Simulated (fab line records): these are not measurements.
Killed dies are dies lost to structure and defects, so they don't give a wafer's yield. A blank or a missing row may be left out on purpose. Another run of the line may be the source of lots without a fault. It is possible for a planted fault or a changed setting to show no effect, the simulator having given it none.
Which tool did it? | flow sky130 | 6 lots with 16 wafers sampled at 3 steps, on a route of 708 steps

WHAT EACH GAUGE READ, for each wafer
SKY_LOCAL_INTERCONNECT_OVL_MEAS_12.
lot  | measured     | on         | LOCAL_INTERCONNECT_OVL (nm)
L422 | day 31 17:49 | overlay-02 | -12 -7 -7
L428 | day 33 10:20 | overlay-01 | 2 12 2
L433 | day 34 21:29 | overlay-02 | 0 7
L436 | day 35 17:46 | overlay-02 | -5 0
L440 | day 37 00:29 | overlay-01 | -2 -2 0
L443 | day 37 18:13 | overlay-02 | -3 2 3

TOOL THAT RAN EACH LOT (tool first, then ch and the chambers of the sampled wafers, then the start)
lot  | SKY_LI_CONTACT_ETCH_14             | SKY_LI_CONTACT_STRIP_16
L422 | rie-diel-04 ch 0,1,2, day 30 12:24 | plasma-asher-04 ch 0,1, day 30 12:32
L428 | rie-diel-03 ch 1,2,3, day 32 06:49 | plasma-asher-03 ch 0,1, day 32 06:58
L433 | rie-diel-04 ch 0, day 33 17:30     | plasma-asher-02 ch 0, day 33 17:40
L436 | rie-diel-04 ch 0,3, day 34 14:12   | plasma-asher-04 ch 0,1, day 34 14:20
L440 | rie-diel-03 ch 0,1,3, day 35 21:16 | plasma-asher-04 ch 0,1, day 35 21:23
L443 | rie-diel-02 ch 2,3, day 36 14:45   | plasma-asher-03 ch 0,1, day 36 14:53
- SKY_LI_CONTACT_ETCH_14: etches BARC in N2/H2, stops on SiO2, time 45.9 s, target depth 60 nm.
- SKY_LI_CONTACT_STRIP_16: strips in O2/N2.

THE ANSWER, worked out from the rows above alone
Rule: what is usual is taken from the lots themselves. Put in order of their means at a reading, lots are off if they are a third of the lots or fewer, leave a main group of 4 or more, and stand apart from it by a gap of 3 or more times the standard deviation of the main group's means; of several such gaps the widest counts. A main group is skipped when, at the precision printed for the reading in the tables above, its means are all equal. A lot without any number at a reading at which 4 lots or more have one is off too. The other lots that the step has rows for count as sound.
No lot is off on any of the readings shown, so nothing can be concluded from this.

WHAT WAS PUT IN BY THE SIMULATOR
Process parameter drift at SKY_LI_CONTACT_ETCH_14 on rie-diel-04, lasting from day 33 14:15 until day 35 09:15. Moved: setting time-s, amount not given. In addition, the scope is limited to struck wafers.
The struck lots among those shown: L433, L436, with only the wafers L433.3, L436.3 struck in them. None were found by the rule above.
